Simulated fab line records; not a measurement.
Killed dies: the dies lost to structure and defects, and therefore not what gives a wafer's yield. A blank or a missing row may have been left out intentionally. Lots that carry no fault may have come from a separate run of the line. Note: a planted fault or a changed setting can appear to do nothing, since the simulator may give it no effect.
Chamber matching / flow gf180mcu / GF_V3_CMP_04 on cmp-01 has 4 sister chambers
The step polishes SiO2. 8 wafers are shown with their chamber, then 8 later ones without.

WAFERS PAIRED WITH THEIR CHAMBERS
wafer=L806.1; chamber=3; motor-current-A (A)=11.5; time-to-endpoint-s (s)=73
wafer=L807.1; chamber=2; motor-current-A (A)=11.9; time-to-endpoint-s (s)=76
wafer=L807.3; chamber=3; motor-current-A (A)=11.4; time-to-endpoint-s (s)=72
wafer=L807.4; chamber=0; motor-current-A (A)=11.9; time-to-endpoint-s (s)=71
wafer=L808.1; chamber=1; motor-current-A (A)=11.2; time-to-endpoint-s (s)=82
wafer=L808.5; chamber=0; motor-current-A (A)=11.8; time-to-endpoint-s (s)=73
wafer=L808.6; chamber=1; motor-current-A (A)=11.2; time-to-endpoint-s (s)=72
wafer=L810.1; chamber=2; motor-current-A (A)=12.5; time-to-endpoint-s (s)=82

WAFERS WHOSE CHAMBER IS MISSING
wafer=L810.4; motor-current-A (A)=12.3; time-to-endpoint-s (s)=81
wafer=L810.5; motor-current-A (A)=10.7; time-to-endpoint-s (s)=89
wafer=L811.3; motor-current-A (A)=13.2; time-to-endpoint-s (s)=88
wafer=L811.4; motor-current-A (A)=10.3; time-to-endpoint-s (s)=80
wafer=L811.5; motor-current-A (A)=12.2; time-to-endpoint-s (s)=86
wafer=L812.1; motor-current-A (A)=11.1; time-to-endpoint-s (s)=78
wafer=L812.4; motor-current-A (A)=12.4; time-to-endpoint-s (s)=87
wafer=L816.3; motor-current-A (A)=12.3; time-to-endpoint-s (s)=86

EACH ONE'S CHAMBER
wafer=L810.4; from the rows above=2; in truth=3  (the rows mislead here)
wafer=L810.5; from the rows above=can't be placed: 1 or 3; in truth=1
wafer=L811.3; from the rows above=2; in truth=2
wafer=L811.4; from the rows above=can't be placed: 1 or 3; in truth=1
wafer=L811.5; from the rows above=2; in truth=2
wafer=L812.1; from the rows above=can't be placed: 1 or 3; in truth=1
wafer=L812.4; from the rows above=2; in truth=2
wafer=L816.3; from the rows above=2; in truth=2
Correctly placed: 4 of 8. Can't be placed from these rows: 3 (the true chamber is among the candidates in 3). 1 placed wrongly.
How it was worked out, from the rows above alone: a wafer's distance from a chamber is the root of the sum, over the readings, of the square of ((its reading less the chamber's mean) divided by the reading's scatter). The wafer belongs to the nearest chamber; if the next one is less than 2 further off, it can't be placed. The mean given for a chamber averages the wafers shown for that chamber. The scatter is the square root of a quotient: the sum, over the shown wafers, of each reading's squared deviation from its chamber's mean, divided by wafers minus chambers.
